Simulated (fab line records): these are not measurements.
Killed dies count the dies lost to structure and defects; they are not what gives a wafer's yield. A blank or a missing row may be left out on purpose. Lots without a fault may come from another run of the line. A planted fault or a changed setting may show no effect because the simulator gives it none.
Struck lot and sound lot, side by side + flow gf180mcu + 14 out of 602 route steps
Sound: these wafers, L908.3, L908.5, L908.6. Wafers struck: L898.4, L898.5, L898.6. The cause is given at the end.
Order at every step that has rows: each side's tool, ch and its chambers, its first start. Under that, the readings that differ: sound wafers + struck wafers + difference of the means + sigmas: that difference in standard deviations of wafers without a fault.
alike: same words and numbers on both sides, and readings whose means sit less than 2 such deviations apart. not compared: any withheld reading, any reading some wafer has no value for, any bound like >300 that may hide the same value, and any number with overlapping values for which the record gives no deviation.
The two part at a step that has a row with sigmas, a row that says differs or no value, or rows on one side only. When numbers do not overlap yet have no deviation, they are printed without sigmas and do not part them. Lack of a reading on every wafer of one side parts them only where that side has two or more wafers.

first, 4 steps without rows for these wafers: GF_VT_IMPLANT_SOFTBAKE_14 (time 60 s); GF_VT_IMPLANT_EXPOSE_15 (exposes mask Nwell LV AREA, target cd 860 nm); GF_VT_IMPLANT_PEB_16; GF_VT_IMPLANT_DEVELOP_17 (develop time 60 s).
GF_VT_IMPLANT_OVL_MEAS_18:
  sound on overlay-01, day 11 05:10; struck on overlay-01, day 8 08:58
  alike: VT_IMPLANT_01_OVL
after that, 1 step had no rows for these wafers: GF_VT_IMPLANT_IMPLANT_19.
GF_VT_IMPLANT_STRIP_20: strips in O2/N2.
  sound on plasmaAsher-04 ch 0,1, day 11 05:22; struck on plasmaAsher-02 ch 0,1, day 8 09:11
  alike: chamberPressureMTorr, drypumpMotorCurrentA, heaterPowerW, oesProductAu, stripTimeToEndpointS
  not compared: rfHoursCounterH
GF_VT_IMPLANT_TW_MEAS_21:
  sound on filmMetro-02, day 11 05:27; struck on filmMetro-02, day 8 09:16
  alike: VT_IMPLANT_2_TW
then, 4 steps without rows for these wafers: GF_VT_IMPLANT_DEHYDRATE_22 (time 60 s); GF_VT_IMPLANT_HMDS_23 (prime time 60 s); GF_VT_IMPLANT_COAT_24 (resist thk 1000 nm); GF_VT_IMPLANT_SOFTBAKE_25 (time 60 s).
GF_VT_IMPLANT_EXPOSE_26: exposes mask LVPWELL HV AREA, target cd 860 nm.
  struck on ilineStepper-02, day 8 17:31; sound on ilineStepper-01 ch 0, day 11 15:22
  no value came back on the struck wafers for exposureDoseMJCm2, focusOffsetNm (nm), stageVelMmS (mm/s); on the sound wafers exposureDoseMJCm2 reads 139.72 139.93 139.84
  alike: mask
after that, 1 step had no rows for these wafers: GF_VT_IMPLANT_PEB_27.

## WHERE THEY PART
Only at GF_VT_IMPLANT_EXPOSE_26, within this record.

WHY: what the simulator had put in
Skipped step whole: ilineStepper-02, from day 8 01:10 on, at GF_VT_IMPLANT_EXPOSE_26. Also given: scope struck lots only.
